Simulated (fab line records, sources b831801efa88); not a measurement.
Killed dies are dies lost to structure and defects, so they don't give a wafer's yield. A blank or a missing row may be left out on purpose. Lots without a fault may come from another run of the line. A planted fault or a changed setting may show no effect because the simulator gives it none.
fab line records | flow sky130
record lots=12 wafers=36 last_day=50
route steps=708 shown DNWELL@43 NWELL@81 VT_ADJUST_HVTP@94 LDD_HVP@285 PAD_OPEN@708
lots that met no fault: from a run of the same line without faults
start_h: hours from the record's first day to the start of the lot's first wafer shown | wait_h: hours since the lot's step before | " the same as in the row above | L1.1+2: a row that stands for several wafers | - no value, or no start given | * or withheld: withheld | < > ~ a bound
route shown NAME@n: a module of which the file shows steps, and the number in the route of the first | usual: mean/standard deviation of fault-free wafers | same: alike in all rows | chamber/n: place in a boat | sites: the reading at each site | _std_site: their standard deviation | _edge_site: outer sites' mean less inner sites' | radius_mm: how far each site lies from the wafer's centre | mask NAME#n: copy n | behind: the tool/chamber that last shaped the wafer | hold: why the lot was held/for how many hours/how that ended | device: the transistor (n, p or np) that didn't switch | end of line: the same wafers' tests at the end of the route | a step without rows: its recipe alone | killed: dies lost to structure and defects at the first sort, not the wafer's yield | map: a wafer's dies, x killed, . not, _ none there
set.NAME: the setting as run; set.NAME@STEP: as run at that earlier step | model.NAME: the simulator's own value behind a step, which no gauge read
steps of the route over a sample of lots; a table a step, a row a wafer
services: from which hour (start_h, from the record's first day; less than 0 if before it) a tool's chamber was out of use, for how many hours, and why
## steps
# step SKY_DNWELL_STRIP_08
# recipe chemistry=O2/N2 power_w=1400 pressure_mtorr=1500 platen_temp_c=withheld o2_flow_sccm=3000 n2_flow_sccm=300 overash_fraction=0.5
# usual drypump_motor_current_A=5.51/0.19 oes_product_au=0.722/0.0043 strip_time_to_endpoint_s=36.96/0.11
# columns lot.wafer tool chamber start_h wait_h drypump_motor_current_A oes_product_au rf_hours_counter_h strip_time_to_endpoint_s
L358.1 plasma_asher-04 1 49.65 0.1 5.41 0.715 35 36.92
L358.5 " 1 " " 5.41 0.727 - 36.86
L358.6 " 0 " " 5.60 0.730 - 36.82
L359.1 plasma_asher-02 0 55.50 0.1 5.85 0.720 23 37.16
L359.2 " 1 " " 5.52 0.719 23 37.12
L359.5 " 0 " " 5.85 0.730 - 37.20
L361.2 plasma_asher-01 0 65.11 0.1 5.29 0.722 39 36.95
L361.4 " 1 " " 5.32 0.725 - 36.92
L361.5 " 1 " " 5.34 0.729 - 36.82
L362.3 plasma_asher-02 0 72.19 0.1 5.85 0.723 - 36.85
L362.4 " 1 " " 5.56 0.727 - 36.74
L362.6 " 1 " " 5.55 0.722 - 36.77
L364.3 plasma_asher-04 1 84.94 0.1 5.41 0.715 - 36.97
L364.5 " 0 " " 5.63 0.719 - 37.05
L364.6 " 1 " " 5.43 0.728 - 36.95
L366.3 plasma_asher-02 1 94.10 0.1 5.56 0.722 - 36.95
L366.4 " 0 " " 5.85 0.716 - 37.02
L366.5 " 1 " " 5.55 0.719 - 37.04
L376.2 plasma_asher-02 0 158.46 0.1 5.84 0.731 33 36.89
L376.3 " 1 " " 5.51 0.722 - 36.88
L376.6 " 0 " " 5.86 0.728 - 36.95
L375.1 plasma_asher-04 1 158.80 0.1 5.41 0.730 4 37.04
L375.3 " 1 " " 5.39 0.716 - 36.96
L375.4 " 0 " " 5.56 0.724 - 37.02
L379.2 plasma_asher-01 1 166.41 0.1 5.34 0.720 50 36.88
L379.3 " 1 " " 5.32 0.724 - 36.88
L379.5 " 1 " " 5.30 0.717 - 36.80
L378.2 plasma_asher-04 0 166.60 0.1 5.62 0.725 5 37.06
L378.4 " 0 " " 5.61 0.719 - 37.06
L378.6 " 1 " " 5.45 0.724 - 37.07
L380.2 plasma_asher-04 0 174.26 0.1 5.59 0.715 5 36.83
L380.3 " 0 " " 5.60 0.723 - 36.95
L380.5 " 0 " " 5.59 0.731 - 36.87
L381.2 plasma_asher-02 1 181.20 0.1 5.55 0.727 35 36.92
L381.5 " 1 " " 5.56 0.721 - 37.00
L381.6 " 0 " " 5.83 0.720 - 37.00
# step SKY_NWELL_RTA_28
# recipe temp_c=1050 time_s=30 idle_temp_c=650 ramp_up_c_per_s=150 ramp_down_c_per_s=90 ambient=N2
# usual anneal_temp_c_max=1056.3/1.4 chamber_o2_ppm=2.003/0.022 lamp_power_pct=25.30/0.049 ramp_down_c_per_s=89.998/0.017 wafer_temp_C_max=1054.8/0.98
# same time_s=30
# columns lot.wafer tool chamber start_h wait_h anneal_temp_c_max chamber_o2_ppm lamp_power_pct ramp_down_c_per_s wafer_temp_C_max
L358.1 rtp_anneal-02 0 100.16 0.0 1055.4 1.959 25.27 90.003 1056.0
L358.5 " 0 " " 1056.0 1.967 25.31 89.993 1054.1
L358.6 " 0 " " 1054.8 1.943 25.21 89.988 1053.9
L359.1 rtp_anneal-01 0 106.41 0.0 1056.1 2.022 25.28 89.979 1054.9
L359.2 " 0 " " 1054.3 2.021 25.35 89.961 1055.4
L359.5 " 0 " " 1056.8 2.026 25.28 89.991 1054.1
L361.2 rtp_anneal-02 0 118.02 0.0 1059.3 2.033 25.23 89.994 1054.5
L361.4 " 0 " " 1057.4 2.030 25.34 89.992 1056.7
L361.5 " 0 " " 1057.2 2.060 25.31 89.989 1054.0
L362.3 rtp_anneal-02 0 124.99 0.0 1056.8 2.010 25.25 90.001 1053.1
L362.4 " 0 " " 1058.3 2.024 25.37 90.006 1053.8
L362.6 " 0 " " 1057.9 2.010 25.29 89.994 1053.3
L364.3 rtp_anneal-01 0 139.35 0.0 1053.9 2.017 25.33 90.019 1054.6
L364.5 " 0 " " 1053.9 2.027 25.41 90.021 1054.6
L364.6 " 0 " " 1054.7 1.986 25.24 89.998 1053.1
L366.3 rtp_anneal-01 0 149.48 0.0 1056.4 2.054 25.26 89.993 1053.7
L366.4 " 0 " " 1055.3 2.033 25.37 90.004 1054.0
L366.5 " 0 " " 1055.5 2.045 25.27 89.992 1053.7
L376.2 rtp_anneal-01 0 221.09 0.0 1055.9 1.986 25.31 89.992 1055.0
L376.3 " 0 " " 1055.0 1.971 25.26 89.992 1054.4
L376.6 " 0 " " 1058.1 1.991 25.35 89.975 1055.4
L375.1 rtp_anneal-02 0 222.11 0.0 1056.8 1.997 25.30 89.996 1054.4
L375.3 " 0 " " 1055.0 2.019 25.30 90.011 1053.7
L375.4 " 0 " " 1055.3 1.985 25.32 90.023 1055.6
L379.2 rtp_anneal-01 0 231.27 0.0 1054.2 1.966 25.30 90.008 1054.0
L379.3 " 0 " " 1056.7 1.998 25.34 89.990 1055.8
L379.5 " 0 " " 1056.2 2.005 25.29 90.017 1054.7
L378.2 rtp_anneal-02 0 231.58 0.0 1056.7 1.999 25.36 90.004 1054.9
L378.4 " 0 " " 1056.5 1.995 25.31 90.002 1056.0
L378.6 " 0 " " 1056.8 2.000 25.36 89.968 1055.2
L380.2 rtp_anneal-02 0 240.23 0.0 1055.9 2.022 25.35 89.987 1054.3
L380.3 " 0 " " 1056.9 1.989 25.28 90.020 1055.3
L380.5 " 0 " " 1057.1 1.978 25.29 89.963 1054.7
L381.2 rtp_anneal-01 0 247.13 0.0 1055.0 2.003 25.23 89.981 1056.6
L381.5 " 0 " " 1055.6 2.006 25.25 89.966 1053.7
L381.6 " 0 " " 1055.9 2.023 25.29 89.991 1054.3
# step SKY_VT_ADJUST_HVTP_IMPLANT_09
# recipe species=As energy_kev=150 dose_cm2=4.3e+12 tilt_deg=withheld
# usual beam_energy_keV=150.00/0.046
# columns lot.wafer tool chamber start_h wait_h beam_energy_keV
L358.1 implanter-01 0 118.47 0.0 150.05
L358.5 " 0 " " 149.99
L358.6 " 0 " " 149.96
L359.1 implanter-01 0 124.41 0.0 149.95
L359.2 " 0 " " 150.00
L359.5 " 0 " " 150.01
L361.2 implanter-02 0 136.24 0.0 150.02
L361.4 " 0 " " 149.98
L361.5 " 0 " " 150.02
L362.3 implanter-02 0 143.21 0.1 150.09
L362.4 " 0 " " 150.00
L362.6 " 0 " " 149.99
L364.3 implanter-02 0 159.31 0.1 149.97
L364.5 " 0 " " 149.95
L364.6 " 0 " " 150.02
L366.3 implanter-01 0 169.77 0.1 149.94
L366.4 " 0 " " 150.01
L366.5 " 0 " " 149.98
L376.2 implanter-01 0 244.28 0.0 155.44
L376.3 " 0 " " 155.42
L376.6 " 0 " " 155.49
L375.1 implanter-01 0 244.96 0.0 155.50
L375.3 " 0 " " 155.54
L375.4 " 0 " " 155.50
L379.2 implanter-04 0 253.95 0.0 150.04
L379.3 " 0 " " 150.01
L379.5 " 0 " " 150.07
L378.2 implanter-04 0 254.63 0.0 149.93
L378.4 " 0 " " 150.04
L378.6 " 0 " " 149.93
L380.2 implanter-02 0 263.55 0.0 150.01
L380.3 " 0 " " 150.08
L380.5 " 0 " " 150.08
L381.2 implanter-02 0 271.23 0.0 150.05
L381.5 " 0 " " 149.99
L381.6 " 0 " " 150.02
# step SKY_LDD_HVP_OVL_MEAS_07
# usual LDD_HVP_OVL=-0.7/1.5
# columns lot.wafer tool chamber start_h wait_h LDD_HVP_OVL[nm]
L358.1 overlay-01 - 490.30 0.1 -2.3
L358.5 " - " " -4.8
L358.6 " - " " 0.1
L359.1 overlay-01 - 502.05 0.1 3.3
L359.2 " - " " 0.2
L359.5 " - " " 3.3
L361.2 overlay-02 - 514.81 0.1 -1.8
L361.4 " - " " -1.0
L361.5 " - " " -0.6
L362.3 overlay-02 - 524.52 0.1 -2.8
L362.4 " - " " -2.0
L362.6 " - " " -1.7
L364.3 overlay-02 - 544.06 0.1 -1.6
L364.5 " - " " 0.3
L364.6 " - " " -0.8
L366.3 overlay-01 - 558.97 0.1 -2.3
L366.4 " - " " 1.2
L366.5 " - " " 0.0
L376.2 overlay-02 - 669.31 0.1 1.0
L376.3 " - " " 0.4
L376.6 " - " " 0.0
L375.1 overlay-01 - 670.36 0.1 1.1
L375.3 " - " " -0.4
L375.4 " - " " -0.4
L379.2 overlay-01 - 674.46 0.1 -0.2
L379.3 " - " " -0.7
L379.5 " - " " 0.0
L378.2 overlay-01 - 675.36 0.1 0.4
L378.4 " - " " 1.3
L378.6 " - " " 0.5
L380.2 overlay-01 - 677.66 0.1 0.3
L380.3 " - " " 1.3
L380.5 " - " " 0.6
L381.2 overlay-02 - 691.71 0.1 -3.8
L381.5 " - " " -3.0
L381.6 " - " " -3.2
# step SKY_PAD_OPEN_PROBE_99
# usual killed_at_M0_to_M3=42/6.3 killed_at_M4_up=3.2/1.9 killed_at_contacts=24/5.8 killed_at_front_end=15/4.3 killed_at_other=0.2/0.62 killed_dies=85/9.3 killed_on_rim=16/3.3 killed_open=46/6.8 killed_short=38/6.1
# same gross_dies=492 killed_at_back_side=0
# columns lot.wafer tool chamber start_h wait_h killed_at_M0_to_M3 killed_at_M4_up killed_at_contacts killed_at_front_end killed_at_other killed_dies killed_on_rim killed_open killed_short
L364.3 prober-02 - 1101.24 0.2 33 3 16 9 1 62 14 35 27
L364.5 prober-02 - 1101.34 0.2 45 2 15 15 0 77 19 35 42
L364.6 prober-02 - 1101.39 0.2 40 1 20 8 1 70 13 37 33
L379.2 prober-01 - 1185.96 0.1 50 7 16 8 0 81 19 40 39
L379.3 prober-01 - 1186.01 0.2 38 4 24 14 0 80 14 42 38
L379.5 prober-01 - 1186.11 0.2 44 2 21 14 0 81 20 37 44
# killed by level:class
L364.3 VIA1:geometric_particle:open=8 LI_CONTACT:geometric_particle:open=7 VIA3:geometric_particle:open=7 CONTACT:geometric_particle:open=6 METAL2:geometric_particle:short=6 VIA1:geometric_particle:short=5 FIELD_ISO:geometric_particle:short=4 FIELD_ISO:geometric_particle:open=3
L364.5 VIA1:geometric_particle:open=10 METAL2:geometric_particle:short=7 VIA1:geometric_particle:short=6 LOCAL_INTERCONNECT:geometric_particle:short=5 CONTACT:geometric_particle:open=5 VIA2:geometric_particle:open=5 POLY_GATE:geometric_particle:open=4 METAL1:geometric_particle:short=4
L364.6 VIA2:geometric_particle:open=7 CONTACT:geometric_particle:open=6 VIA1:geometric_particle:open=6 METAL2:geometric_particle:short=6 METAL3:geometric_particle:short=5 METAL1:geometric_particle:short=5 LI_CONTACT:geometric_particle:open=4 LOCAL_INTERCONNECT:geometric_particle:short=4
L379.2 VIA1:geometric_particle:open=12 METAL1:geometric_particle:short=7 VIA2:geometric_particle:open=7 CONTACT:geometric_particle:open=6 METAL2:geometric_particle:short=6 VIA3:geometric_particle:open=6 METAL4:geometric_particle:short=5 CONTACT:geometric_particle:short=4
L379.3 VIA1:geometric_particle:open=11 VIA3:geometric_particle:open=8 CONTACT:geometric_particle:open=7 LOCAL_INTERCONNECT:geometric_particle:short=6 LI_CONTACT:geometric_particle:short=5 METAL2:geometric_particle:short=5 FIELD_ISO:geometric_particle:open=4 POLY_GATE:geometric_particle:short=4
L379.5 VIA1:geometric_particle:open=11 METAL1:geometric_particle:short=8 LOCAL_INTERCONNECT:geometric_particle:short=7 VIA3:geometric_particle:open=7 FIELD_ISO:geometric_particle:short=6 LI_CONTACT:geometric_particle:short=5 METAL2:geometric_particle:short=5 VIA2:geometric_particle:open=4
## services
# columns tool chamber start_h hours kind
implanter-01 - 32.37 3.0 repair
plasma_asher-01 - 53.51 2.7 repair
implanter-01 - 60.23 16.3 repair
plasma_asher-02 - 81.83 6.7 repair
implanter-04 - 88.33 5.7 repair
implanter-02 - 101.48 5.1 repair
implanter-01 - 105.45 2.0 repair
plasma_asher-04 - 108.75 9.0 pm
plasma_asher-04 0 108.75 9.0 vent_cycle
plasma_asher-04 1 108.75 9.0 vent_cycle
plasma_asher-04 0 117.75 - clean
plasma_asher-04 1 117.75 - clean
implanter-01 - 125.32 23.5 pm
plasma_asher-04 - 160.57 2.8 repair
implanter-01 - 175.24 4.0 repair
implanter-01 - 188.42 3.1 repair
implanter-04 - 196.25 0.5 repair
implanter-04 - 218.58 2.1 pm
implanter-01 - 230.74 1.0 repair
plasma_asher-01 - 247.52 18.3 repair
implanter-02 - 259.48 3.7 repair
implanter-02 - 265.69 1.8 repair
## key
first_sign step=SKY_VT_ADJUST_HVTP_IMPLANT_09 reading=beam_energy_keV direction=up sigmas=99+ usual=* struck=*
effect none on later readings
met_at SKY_VT_ADJUST_HVTP_IMPLANT_09
struck_lots L375,L376
tester_left_out L375,L376
not_acting_at SKY_DNWELL_STRIP_08,SKY_NWELL_RTA_28,SKY_LDD_HVP_OVL_MEAS_07
onset_between 169.77 244.28
fault kind=process_parameter_drift tool=implanter-01 chamber=- onset_h=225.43 steps=SKY_VT_ADJUST_HVTP_IMPLANT_09 channel=energy_kev offset=* shape=step end_h=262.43 acts_in=* stated=*
# tester_left_out: of these lots the tester's yield and bins aren't shown, on N5 and GAA mostly nor the transistor test; their killed dies are dies lost to structure and defects alone, not to doping, threshold or leakage, so they don't give the yield
